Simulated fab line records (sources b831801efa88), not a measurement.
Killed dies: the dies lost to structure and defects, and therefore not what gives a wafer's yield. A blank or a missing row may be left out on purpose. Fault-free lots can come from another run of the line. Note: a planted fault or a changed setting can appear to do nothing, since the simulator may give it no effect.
The tool behind it: which one?    flow gf180mcu    45 wafers sampled from 15 lots at 1 step of a route of 602

WHAT THE GAUGES READ, wafer by wafer
The record holds no reading of a measuring or inspecting step that can be judged against a usual standard deviation.

TOOL THAT RAN EACH LOT (tool first, then ch and the chambers of the sampled wafers, then the start)
lot   GF_VT_IMPLANT_EXPOSE_26
L546  ilineStepper-02 ch 0, day 6 13:04
L547  ilineStepper-02 ch 0, day 7 00:28
L548  ilineStepper-01 ch 0, day 7 05:39
L549  ilineStepper-01 ch 0, day 7 09:22
L551  ilineStepper-01 ch 0, day 8 01:45
L552  ilineStepper-02 ch 0, day 8 05:16
L553  ilineStepper-02 ch 0, day 8 09:09
L554  ilineStepper-01 ch 0, day 8 16:17
L555  ilineStepper-01 ch 0, day 8 21:35
L557  ilineStepper-02 ch 0, day 9 13:44
L558  ilineStepper-01 ch 0, day 9 16:02
L563  ilineStepper-01 ch 0, day 11 03:34
L566  ilineStepper-02, day 11 19:18
L567  ilineStepper-01, day 12 02:30
L568  ilineStepper-02, day 12 08:12
- GF_VT_IMPLANT_EXPOSE_26: exposes mask LVPWELL HV AREA, target cd 860 nm.

AS READ BY THE TOOLS THEMSELVES (means over the sampled wafers that have a number; for cases with no such wafer, the mark the record gives instead)
GF_VT_IMPLANT_EXPOSE_26.
lot   tool             exposureDoseMJCm2  focusOffsetNm (nm)
L546  ilineStepper-02  139.98             0.8
L547  ilineStepper-02  140.09             -0.3
L548  ilineStepper-01  139.92             -0.1
L549  ilineStepper-01  139.77             -0.3
L551  ilineStepper-01  140.04             -0.0
L552  ilineStepper-02  140.14             0.1
L553  ilineStepper-02  140.00             0.2
L554  ilineStepper-01  139.94             -0.2
L555  ilineStepper-01  140.06             0.2
L557  ilineStepper-02  140.17             0.2
L558  ilineStepper-01  139.90             -0.4
L563  ilineStepper-01  140.09             0.7
L566  ilineStepper-02  -                  -
L567  ilineStepper-01  -                  -
L568  ilineStepper-02  -                  -

THE ANSWER, worked out from the rows above alone
Rule: what is usual is taken from the lots themselves. The widest of any qualifying gaps counts: lots, ordered by their means at a reading, are off when they make up no more than a third of the lots, leave a main group of 4 or more, and stand apart from it by 3 or more times the standard deviation of that group's means. A main group whose means are all the same, to the digits that the tables above print for the reading, isn't used. A lot without any number at a reading at which 4 lots or more have one is off too. All remaining lots with rows at the step are treated as sound. Order of review: gauges by route order, followed by the tools' own readings, for which a lot's mean as printed above is used. At the first step where some lot is off, the reading lying furthest off is the one used; lots without a number count as furthest.
Off: L566, L567, L568 (GF_VT_IMPLANT_EXPOSE_26, exposureDoseMJCm2). Without a number there: L566, L567, L568. For the main group the mean is 140.01 and the standard deviation 0.11.
A tool fits if, at that step or a process step before it, it ran every lot that is off, and no sound lot after the first of them. Not one of the candidates tried fits.

WHAT WAS PUT IN BY THE SIMULATOR
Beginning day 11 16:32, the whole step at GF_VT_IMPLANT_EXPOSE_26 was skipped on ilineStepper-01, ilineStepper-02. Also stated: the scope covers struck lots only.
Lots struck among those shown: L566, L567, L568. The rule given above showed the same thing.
